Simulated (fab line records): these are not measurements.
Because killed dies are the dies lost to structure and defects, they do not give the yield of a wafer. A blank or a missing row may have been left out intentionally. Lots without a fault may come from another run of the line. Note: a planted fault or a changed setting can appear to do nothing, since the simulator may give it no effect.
fab line records	flow sky130	part 1 of 2: steps 1 to 28 of 41
record: lots: 5	wafers: 15	lastDay: 50
route steps=708 shown RES_XHIGH@360 SALICIDE@361 LI_CONTACT@362 LOCAL_INTERCONNECT@387
lots untouched by any fault: they come from a run of this same line in which no faults occurred
startH: start of the lot's first displayed wafer, in hours after the record's first day	waitH: hours from the lot's prior step to this one	" identical to the entry in the row above	L1.1+2: several wafers, shown together as one row	- no value, or no start given	* or withheld: withheld	< > ~ a bound
route shown NAME@n: a module of which the file shows steps, and the number in the route of the first	usual: mean/standard deviation of fault-free wafers	same: alike in all rows	chamber/n: place in a boat	sites: the reading at each site	_std_site: the standard deviation of these	_edge_site: mean of outer sites minus mean of inner sites	radiusMm: how far each site lies from the wafer's centre	mask NAME#n: copy n	behind: tool/chamber where the wafer was last shaped	hold: why the lot went on hold/how many hours it stayed there/how the hold came to an end	device: which transistor (n, p or np) failed to switch	end of line: tests run on the same wafers once the route is complete	a step without rows: its recipe alone	killed: the dies lost at the first sort to structure and to defects; this is not the yield of the wafer	map: shows each die of a wafer: x if killed, . if not, _ if none is there
set.NAME: the setting that was run; set.NAME@STEP: the one run at that earlier step	model.NAME: the simulator's own value behind a step, which no gauge read
certain route steps with their lots: each step a table, each wafer a row
services: from which hour (startH, from the record's first day; less than 0 if before it) a tool's chamber was out of use, for how many hours, and why
== steps ==
step: SKY_SD_N_RS_MEAS_18
recipe: thkMeasGauge: four-point-probe
usual: RES_XHIGH_RS: 330.7/1.1
lot.wafer	tool	chamber	startH	waitH	RES_XHIGH_RS[ohm/sq]
L074.1	filmMetro-04	-	637.04	0.1	331.1
L074.2	"	-	"	"	330.8
L074.5	"	-	"	"	331.4
L084.1	filmMetro-04	-	725.17	0.1	330.1
L084.5	"	-	"	"	331.3
L084.6	"	-	"	"	331.0
L089.1	filmMetro-04	-	769.98	0.1	333.3
L089.4	"	-	"	"	331.5
L089.5	"	-	"	"	333.0
L092.1	filmMetro-01	-	786.80	0.1	330.4
L092.2	"	-	"	"	330.2
L092.4	"	-	"	"	331.3
L095.1	filmMetro-02	-	813.98	0.1	329.8
L095.4	"	-	"	"	330.2
L095.6	"	-	"	"	330.6
step: SKY_SALICIDE_CLEAN_00
recipe: chemistry: HF-last	timeS: 30	dilution: 100:1	dry: ipaMarangoni
lot.wafer	tool	chamber	startH	waitH
L074.1+2+5	wetBench-01	3	637.16	0.1
L084.1+5+6	wetBench-04	3	725.29	0.1
L089.1+4+5	wetBench-04	2	770.10	0.1
L092.1+2+4	wetBench-01	2	786.92	0.1
L095.1+4+6	wetBench-04	3	814.10	0.1
step: SKY_LI_CONTACT_HDPCVD_00
recipe: material: PSG	targetThkNm: 930	sigmaOpenFrac: 0.3	timeS: 155	tempC: 600	sih4FlowSccm: 60	pressureMtorr: 6
lot.wafer	tool	chamber	startH	waitH
L074.1+2+5	hdpcvd-01	1,0,0	637.17	0.0
L084.1+5+6	hdpcvd-02	1,2,0	725.31	0.0
L089.1+4+5	hdpcvd-02	2,1,2	770.13	0.0
L092.1+2+4	hdpcvd-02	1,2,2	786.94	0.0
L095.1+4+6	hdpcvd-02	2,0,1	814.12	0.0
step: SKY_LI_CONTACT_THK_MEAS_01
recipe: reads: PSG_of_LI_CONTACT_HDPCVD_00
usual: LI_CONTACT_HDPCVD_THK: 928/8.9
lot.wafer	tool	chamber	startH	waitH	LI_CONTACT_HDPCVD_THK[nm]
L074.1	filmMetro-02	-	637.28	0.1	929
L074.2	"	-	"	"	926
L074.5	"	-	"	"	934
L084.1	filmMetro-01	-	725.41	0.1	907
L084.5	"	-	"	"	919
L084.6	"	-	"	"	916
L089.1	filmMetro-04	-	770.23	0.1	921
L089.4	"	-	"	"	922
L089.5	"	-	"	"	936
L092.1	filmMetro-01	-	787.04	0.1	925
L092.2	"	-	"	"	928
L092.4	"	-	"	"	924
L095.1	filmMetro-01	-	814.22	0.1	924
L095.4	"	-	"	"	930
L095.6	"	-	"	"	909
step: SKY_LI_CONTACT_CMP_02
recipe: material: PSG	downForcePsi: 4	platenRpm: 60	padVelocityMS: 0.94248
usual: motorCurrentA: 12.3/1.1	slurryFlowMlMin: 150.0/0.49	timeToEndpointS: 33.3/2.1
lot.wafer	tool	chamber	startH	waitH	motorCurrentA	slurryFlowMlMin	timeToEndpointS
L074.2	cmp-02	0	637.34	0.0	13.0	150.2	32.0
L074.1	"	2	"	"	13.1	150.3	36.2
L074.5	"	0	"	"	12.7	150.8	34.0
L084.1	cmp-02	2	725.57	0.1	13.2	150.7	31.2
L084.6	"	0	"	"	12.3	150.4	33.6
L084.5	"	1	"	"	11.0	149.1	33.6
L089.4	cmp-01	2	770.29	0.0	13.7	149.5	32.0
L089.1	"	1	"	"	14.3	149.4	32.3
L089.5	"	3	"	"	11.3	151.1	31.8
L092.2	cmp-02	0	787.10	0.0	12.7	149.2	33.3
L092.1	"	1	"	"	11.2	150.1	35.1
L092.4	"	3	"	"	13.6	149.7	32.8
L095.4	cmp-02	2	814.28	0.0	12.3	149.4	34.9
L095.1	"	0	"	"	11.9	149.7	33.1
L095.6	"	3	"	"	12.7	151.0	30.1
step: SKY_LI_CONTACT_BOW_MEAS_03
recipe: mode: bow
usual: LI_CONTACT_BOW: 54/7
lot.wafer	tool	chamber	startH	waitH	LI_CONTACT_BOW[um]
L074.1	filmMetro-02	-	637.64	0.1	47
L074.2	"	-	"	"	58
L074.5	"	-	"	"	56
L084.1	filmMetro-01	-	725.77	0.1	46
L084.5	"	-	"	"	56
L084.6	"	-	"	"	57
L089.1	filmMetro-01	-	770.59	0.1	45
L089.4	"	-	"	"	42
L089.5	"	-	"	"	57
L092.1	filmMetro-04	-	787.40	0.2	53
L092.2	"	-	"	"	61
L092.4	"	-	"	"	52
L095.1	filmMetro-04	-	814.58	0.1	53
L095.4	"	-	"	"	66
L095.6	"	-	"	"	56
step: SKY_LI_CONTACT_DEHYDRATE_04
recipe: tempC: 200	timeS: 60
lot.wafer	tool	chamber	startH	waitH
L074.1+2+5	lithoTrack-04	0	651.89	14.2
L084.1+5+6	lithoTrack-04	0	739.74	14.0
L089.1+4+5	lithoTrack-01	0	782.85	12.2
L092.1+2+4	lithoTrack-02	0	800.54	13.1
L095.1+4+6	lithoTrack-04	0	827.54	12.9
step: SKY_LI_CONTACT_HMDS_05
recipe: primeTimeS: 60	primeTempC: 120
lot.wafer	tool	chamber	startH	waitH
L074.1+2+5	lithoTrack-04	0	652.04	0.1
L084.1+5+6	lithoTrack-04	0	739.89	0.1
L089.1+4+5	lithoTrack-01	0	783.00	0.1
L092.1+2+4	lithoTrack-02	0	800.69	0.1
L095.1+4+6	lithoTrack-04	0	827.69	0.1
step: SKY_LI_CONTACT_COAT_06
recipe: resist: BARC	tempC: withheld	timeS: withheld	spinRpm: 3000	resistThkNm: 60
lot.wafer	tool	chamber	startH	waitH
L074.1+2+5	lithoTrack-04	0	652.19	0.1
L084.1+5+6	lithoTrack-04	0	740.04	0.1
L089.1+4+5	lithoTrack-01	0	783.15	0.1
L092.1+2+4	lithoTrack-02	0	800.84	0.1
L095.1+4+6	lithoTrack-04	0	827.84	0.1
step: SKY_LI_CONTACT_COAT_07
recipe: resist: KrF-thick	spinRpm: 3000	resistThkNm: 450
lot.wafer	tool	chamber	startH	waitH
L074.1+2+5	lithoTrack-04	0	-	-
L084.1+5+6	lithoTrack-04	0	-	-
L089.1+4+5	lithoTrack-01	0	-	-
L092.1+2+4	lithoTrack-02	0	-	-
L095.1+4+6	lithoTrack-04	0	-	-
step: SKY_LI_CONTACT_SOFTBAKE_08
recipe: tempC: 100	timeS: 90	resist: KrF-thick
lot.wafer	tool	chamber	startH	waitH
L074.1+2+5	lithoTrack-04	0	-	-
L084.1+5+6	lithoTrack-04	0	-	-
L089.1+4+5	lithoTrack-01	0	-	-
L092.1+2+4	lithoTrack-02	0	-	-
L095.1+4+6	lithoTrack-04	0	-	-
step: SKY_LI_CONTACT_EXPOSE_09
recipe: maskId: LICM1	na: 0.8	sourceShape: annular	sigmaInner: 0.55	sigmaOuter: 0.85	targetCdNm: 170	doseMj: 37.31
lot.wafer	tool	chamber	startH	waitH	mask
L074.1+2+5	krfScanner-01	0	-	-	LICM1#0
L084.1+5+6	krfScanner-02	0	-	-	LICM1#0
L089.1+4+5	krfScanner-02	0	-	-	LICM1#0
L092.1+2+4	krfScanner-02	0	-	-	LICM1#0
L095.1+4+6	krfScanner-02	0	-	-	LICM1#0
step: SKY_LI_CONTACT_PEB_10
recipe: pebTempC: withheld	pebTimeS: withheld	resist: KrF-thick
lot.wafer	tool	chamber	startH	waitH
L074.1+2+5	lithoTrack-04	0	-	-
L084.1+5+6	lithoTrack-04	0	-	-
L089.1+4+5	lithoTrack-01	0	-	-
L092.1+2+4	lithoTrack-02	0	-	-
L095.1+4+6	lithoTrack-04	0	-	-
step: SKY_LI_CONTACT_DEVELOP_11
recipe: developTimeS: 60	resist: KrF-thick	devTempC: 21
same: developTimeS: 60
lot.wafer	tool	chamber	startH	waitH
L074.1+2+5	lithoTrack-04	0	-	-
L084.1+5+6	lithoTrack-04	0	-	-
L089.1+4+5	lithoTrack-01	0	-	-
L092.1+2+4	lithoTrack-02	0	-	-
L095.1+4+6	lithoTrack-04	0	-	-
step: SKY_LI_CONTACT_CD_MEAS_12
recipe: targetCdNm: 170
usual: cdNm: 169.6/1.8
lot.wafer	tool	chamber	startH	waitH	cdNm
L074.1	cdSem-02	-	666.39	-	170.6
L074.2	"	-	"	"	168.8
L074.5	"	-	"	"	169.5
L084.1	cdSem-02	-	753.94	-	168.8
L084.5	"	-	"	"	167.8
L084.6	"	-	"	"	168.9
L089.1	cdSem-01	-	796.10	-	166.1
L089.4	"	-	"	"	165.8
L089.5	"	-	"	"	165.9
L092.1	cdSem-02	-	813.84	-	170.6
L092.2	"	-	"	"	170.5
L092.4	"	-	"	"	171.1
L095.1	cdSem-02	-	841.09	-	169.0
L095.4	"	-	"	"	169.1
L095.6	"	-	"	"	168.6
step: SKY_LI_CONTACT_OVL_MEAS_13
usual: LI_CONTACT_OVL: -2/4.8
lot.wafer	tool	chamber	startH	waitH	LI_CONTACT_OVL[nm]
L074.1	overlay-02	-	666.51	0.1	-4
L074.2	"	-	"	"	-6
L074.5	"	-	"	"	-7
L084.1	overlay-02	-	754.06	0.1	-6
L084.5	"	-	"	"	-5
L084.6	"	-	"	"	-10
L089.1	overlay-01	-	796.22	0.1	-7
L089.4	"	-	"	"	1
L089.5	"	-	"	"	-5
L092.1	overlay-02	-	813.96	0.1	-8
L092.2	"	-	"	"	-2
L092.4	"	-	"	"	2
L095.1	overlay-01	-	841.21	0.1	-3
L095.4	"	-	"	"	-4
L095.6	"	-	"	"	-5
step: SKY_LI_CONTACT_ETCH_14
recipe: chemistry: N2/H2	target: BARC	ionEnergyEv: 200	sourceW: 500	biasW: 100	pressureMtorr: 30	n2FlowSccm: 100	h2FlowSccm: 200	stopOn: SiO2	timeS: 45.9	targetDepthA: 600
usual: biasW: 99.97/0.29	drypumpMotorCurrentA: 5.8/0.44	oesProductAu: 0.855/0.0046	throttleValvePct: 13.225/0.0093
lot.wafer	tool	chamber	startH	waitH	biasW	drypumpMotorCurrentA	oesProductAu	rfHoursCounterH	throttleValvePct
L074.1	rieDiel-01	2	666.55	0.0	100.36	5.6	0.858	11	13.227
L074.2	"	1	"	"	100.20	5.6	0.861	44	13.225
L074.5	"	3	"	"	99.85	6.2	0.866	-	13.234
L084.1	rieDiel-04	2	754.10	0.0	99.85	5.4	0.851	11	13.231
L084.5	"	0	"	"	100.09	6.6	0.850	-	13.239
L084.6	"	3	"	"	100.16	5.3	0.858	-	13.228
L089.1	rieDiel-01	0	796.26	0.0	99.99	5.9	0.851	2	13.239
L089.4	"	2	"	"	100.04	5.6	0.845	14	13.240
L089.5	"	2	"	"	100.11	5.6	0.854	-	13.214
L092.1	rieDiel-01	3	813.99	0.0	100.05	6.2	0.863	17	13.232
L092.2	"	0	"	"	100.05	5.9	0.848	2	13.220
L092.4	"	2	"	"	99.94	5.6	0.862	14	13.215
L095.1	rieDiel-04	3	841.25	0.0	100.08	5.3	0.856	8	13.233
L095.4	"	1	"	"	100.58	6.4	0.859	7	13.217
L095.6	"	2	"	"	100.10	5.4	0.854	-	13.243
step: SKY_LI_CONTACT_ETCH_15
recipe: target: PSG	chemistry: C4F8/O2/Ar	stopOn: Si	taperDeg: 4.15	maskMaterial: KrF-thick	sourceW: 1500	biasW: 1200	pressureMtorr: 40	c4f8FlowSccm: withheld	O2_flow_sccm: 6	Ar_flow_sccm: 300	timeS: withheld	targetDepthA: 6000
usual: biasW: 1201/4.1	oesProductAu: 0.838/0.0043
lot.wafer	tool	chamber	startH	waitH	biasW	oesProductAu
L074.1	rieDiel-01	2	666.59	0.0	1205	0.837
L074.2	"	1	"	"	1206	0.839
L074.5	"	3	"	"	1201	0.841
L084.1	rieDiel-04	2	754.14	0.0	1203	0.837
L084.5	"	0	"	"	1208	0.837
L084.6	"	3	"	"	1202	0.838
L089.1	rieDiel-01	0	796.30	0.0	1202	0.839
L089.4	"	2	"	"	1192	0.838
L089.5	"	2	"	"	1203	0.842
L092.1	rieDiel-01	3	814.03	0.0	1202	0.836
L092.2	"	0	"	"	1196	0.832
L092.4	"	2	"	"	1194	0.826
L095.1	rieDiel-04	3	841.29	0.0	1199	0.845
L095.4	"	1	"	"	1198	0.839
L095.6	"	2	"	"	1201	0.841
step: SKY_LI_CONTACT_STRIP_16
recipe: chemistry: O2/N2	powerW: 1400	pressureMtorr: 1500	platenTempC: withheld	o2FlowSccm: 3000	n2FlowSccm: 300	overashFraction: 0.5
usual: drypumpMotorCurrentA: 5.9/0.31	oesProductAu: 0.376/0.005	stripTimeToEndpointS: 3.51/0.03
lot.wafer	tool	chamber	startH	waitH	drypumpMotorCurrentA	oesProductAu	rfHoursCounterH	stripTimeToEndpointS
L074.1	plasmaAsher-03	1	666.68	-	6.3	0.380	97	3.48
L074.2	"	0	"	"	5.5	0.371	97	3.52
L074.5	"	1	"	"	6.3	0.372	-	3.51
L084.1	plasmaAsher-03	1	754.23	-	6.3	0.373	1	3.54
L084.5	"	1	"	"	6.3	0.378	-	3.53
L084.6	"	0	"	"	5.6	0.367	-	3.52
L089.1	plasmaAsher-03	0	796.39	-	5.6	0.373	5	3.55
L089.4	"	0	"	"	5.6	0.375	-	3.54
L089.5	"	1	"	"	6.3	0.381	-	3.52
L092.1	plasmaAsher-03	1	814.12	-	6.3	0.387	7	3.56
L092.2	"	0	"	"	5.6	0.381	7	3.54
L092.4	"	0	"	"	5.6	0.373	-	3.54
L095.1	plasmaAsher-01	1	841.38	-	5.5	0.377	99	3.50
L095.4	"	1	"	"	5.5	0.380	-	3.49
L095.6	"	0	"	"	6.2	0.381	-	3.53
step: SKY_LI_CONTACT_CLEAN_17
recipe: chemistry: NMP	timeS: 600	tempC: 60	dry: n2Spin
usual: bathHeatDutyPct: 9.3/0.89
lot.wafer	tool	chamber	startH	waitH	bathHeatDutyPct
L074.1	wetBench-04	1	666.78	0.1	9.3
L074.2	"	1	"	"	8.6
L074.5	"	1	"	"	9.4
L084.1	wetBench-02	2	754.33	0.1	9.2
L084.5	"	2	"	"	9.7
L084.6	"	2	"	"	8.3
L089.1	wetBench-03	1	796.49	0.1	9.1
L089.4	"	1	"	"	9.4
L089.5	"	1	"	"	10.4
L092.1	wetBench-03	0	814.22	0.1	8.2
L092.2	"	0	"	"	8.8
L092.4	"	0	"	"	9.4
L095.1	wetBench-04	0	841.48	0.1	8.0
L095.4	"	0	"	"	7.2
L095.6	"	0	"	"	8.7
step: SKY_LI_CONTACT_PRE_CLEAN_18
recipe: gas: Ar	timeS: 5.6	biasV: 358
lot.wafer	tool	chamber	startH	waitH
L074.1+2+5	pvdSputter-02	-	666.95	0.0
L084.1+5+6	pvdSputter-04	-	754.52	0.0
L089.1+4+5	pvdSputter-03	-	796.66	0.0
L092.1+2+4	pvdSputter-02	-	814.40	0.0
L095.1+4+6	pvdSputter-03	-	841.65	0.0
step: SKY_LI_CONTACT_SPUTTER_19
recipe: material: Ti	targetThkNm: 20	chamberPressurePa: 5	powerW: 2500	substrateTempC: 200	timeS: 106.37
usual: throttleValvePct: 29.6/1
lot.wafer	tool	chamber	startH	waitH	throttleValvePct
L074.1	pvdSputter-02	-	666.97	0.0	29.7
L074.2	"	-	"	"	28.4
L074.5	"	-	"	"	30.8
L084.1	pvdSputter-04	-	754.54	0.0	31.9
L084.5	"	-	"	"	31.7
L084.6	"	-	"	"	30.9
L089.1	pvdSputter-03	-	796.68	0.0	29.2
L089.4	"	-	"	"	28.9
L089.5	"	-	"	"	29.9
L092.1	pvdSputter-02	-	814.41	0.0	29.8
L092.2	"	-	"	"	28.6
L092.4	"	-	"	"	28.3
L095.1	pvdSputter-03	-	841.67	0.0	28.8
L095.4	"	-	"	"	30.5
L095.6	"	-	"	"	29.1
step: SKY_LI_CONTACT_SPUTTER_20
recipe: material: TiN	targetThkNm: 20	chamberPressurePa: 5	powerW: 4000	timeS: 80
usual: throttleValvePct: 29.6/1
lot.wafer	tool	chamber	startH	waitH	throttleValvePct
L074.1	pvdSputter-02	-	667.05	0.0	29.8
L074.2	"	-	"	"	28.3
L074.5	"	-	"	"	30.8
L084.1	pvdSputter-04	-	754.61	0.0	31.8
L084.5	"	-	"	"	32.0
L084.6	"	-	"	"	30.8
L089.1	pvdSputter-03	-	796.76	0.0	29.2
L089.4	"	-	"	"	28.6
L089.5	"	-	"	"	30.2
L092.1	pvdSputter-02	-	814.49	0.0	29.8
L092.2	"	-	"	"	28.4
L092.4	"	-	"	"	28.4
L095.1	pvdSputter-03	-	841.75	0.0	28.8
L095.4	"	-	"	"	30.2
L095.6	"	-	"	"	29.1
step: SKY_LI_CONTACT_CVD_21
recipe: material: W	targetThkNm: 400	timeS: 120.56	tempC: 400	pressureTorr: 40
usual: heaterPowerW: 808/100
lot.wafer	tool	chamber	startH	waitH	heaterPowerW	sinceWetCleanH
L074.1	cvdW-01	1	667.11	0.0	976	763
L074.2	"	0	"	"	857	763
L074.5	"	1	"	"	960	-
L084.1	cvdW-02	0	754.67	0.0	708	351
L084.5	"	0	"	"	712	-
L084.6	"	1	"	"	757	-
L089.1	cvdW-01	1	796.82	0.0	969	893
L089.4	"	0	"	"	885	-
L089.5	"	1	"	"	966	-
L092.1	cvdW-01	1	814.55	0.0	982	911
L092.2	"	0	"	"	865	911
L092.4	"	0	"	"	875	-
L095.1	cvdW-01	0	841.81	0.0	871	938
L095.4	"	0	"	"	863	-
L095.6	"	1	"	"	993	-
step: SKY_LI_CONTACT_RS_MEAS_22
recipe: thkMeasGauge: four-point-probe	reads: W_of_LI_CONTACT_CVD_21+TiN_of_LI_CONTACT_SPUTTER_20+Ti_of_LI_CONTACT_SPUTTER_19
usual: LI_CONTACT_W_RS: 0.2854/0.0026
lot.wafer	tool	chamber	startH	waitH	LI_CONTACT_W_RS[ohm/sq]
L074.1	filmMetro-01	-	667.23	0.1	0.2862
L074.2	"	-	"	"	0.2873
L074.5	"	-	"	"	0.2869
L084.1	filmMetro-01	-	754.80	0.1	0.2808
L084.5	"	-	"	"	0.2816
L084.6	"	-	"	"	0.2833
L089.1	filmMetro-01	-	796.94	0.1	0.2871
L089.4	"	-	"	"	0.2858
L089.5	"	-	"	"	0.2887
L092.1	filmMetro-02	-	814.68	0.1	0.2829
L092.2	"	-	"	"	0.2813
L092.4	"	-	"	"	0.2820
L095.1	filmMetro-04	-	841.93	0.1	0.2854
L095.4	"	-	"	"	0.2906
L095.6	"	-	"	"	0.2896
step: SKY_LI_CONTACT_THK_MEAS_23
recipe: thkMeasGauge: xrf	reads: W_of_LI_CONTACT_CVD_21
usual: LI_CONTACT_W_THK: 414/7.5
lot.wafer	tool	chamber	startH	waitH	LI_CONTACT_W_THK[nm]
L074.1	filmMetro-01	-	667.35	0.1	412
L074.2	"	-	"	"	410
L074.5	"	-	"	"	412
L084.1	filmMetro-01	-	754.92	0.1	428
L084.5	"	-	"	"	425
L084.6	"	-	"	"	426
L089.1	filmMetro-01	-	797.06	0.1	422
L089.4	"	-	"	"	425
L089.5	"	-	"	"	416
L092.1	filmMetro-02	-	814.80	0.1	410
L092.2	"	-	"	"	410
L092.4	"	-	"	"	404
L095.1	filmMetro-04	-	842.05	0.1	419
L095.4	"	-	"	"	409
L095.6	"	-	"	"	412
step: SKY_LI_CONTACT_CMP_24
recipe: stopOn: PSG	tOverpolishS: 20	downForcePsi: 3.5	platenRpm: 60	targetThkNm: 0	padVelocityMS: 0.94248
usual: motorCurrentA: 11.4/1	overpolishRunS: 20.000/0.0083	slurryFlowMlMin: 150.0/0.48	timeToEndpointS: 97/3.5
lot.wafer	tool	chamber	startH	waitH	motorCurrentA	overpolishRunS	slurryFlowMlMin	timeToEndpointS
L074.2	cmp-01	1	667.46	0.1	12.4	19.996	150.0	103
L074.1	"	3	"	"	10.8	20.007	150.7	99
L074.5	"	0	"	"	10.4	19.992	150.6	102
L084.1	cmp-01	2	755.03	0.1	11.7	20.003	149.8	103
L084.6	"	1	"	"	12.9	20.001	149.9	104
L084.5	"	2	"	"	11.8	20.000	149.9	101
L089.1	cmp-02	0	797.51	0.4	11.2	20.009	149.3	94
L089.4	"	1	"	"	9.8	20.001	149.8	96
L089.5	"	3	"	"	11.8	20.001	149.3	96
L092.4	cmp-02	1	814.86	0.0	9.3	19.989	150.0	103
L092.1	"	2	"	"	11.7	20.006	150.8	99
L092.2	"	3	"	"	12.2	20.010	149.9	99
L095.4	cmp-02	1	842.11	0.0	10.3	20.004	150.3	97
L095.1	"	3	"	"	12.2	19.995	149.8	96
L095.6	"	2	"	"	11.9	20.001	150.4	95
step: SKY_LOCAL_INTERCONNECT_SPUTTER_00
recipe: material: TiN	targetThkNm: 100	tempC: 300	powerW: 6500	timeS: 83.3	chamberPressurePa: 0.4
usual: throttleValvePct: 30.6/0.74
lot.wafer	tool	chamber	startH	waitH	throttleValvePct
L074.1	pvdSputter-04	-	667.71	0.1	29.6
L074.2	"	-	"	"	30.9
L074.5	"	-	"	"	29.8
L084.1	pvdSputter-03	-	755.28	0.2	30.2
L084.5	"	-	"	"	29.2
L084.6	"	-	"	"	28.9
L089.1	pvdSputter-04	-	797.71	0.1	30.8
L089.4	"	-	"	"	29.3
L089.5	"	-	"	"	31.8
L092.1	pvdSputter-04	-	815.16	0.2	29.5
L092.2	"	-	"	"	31.0
L092.4	"	-	"	"	31.8
L095.1	pvdSputter-01	-	842.41	0.1	30.8
L095.4	"	-	"	"	31.2
L095.6	"	-	"	"	31.0
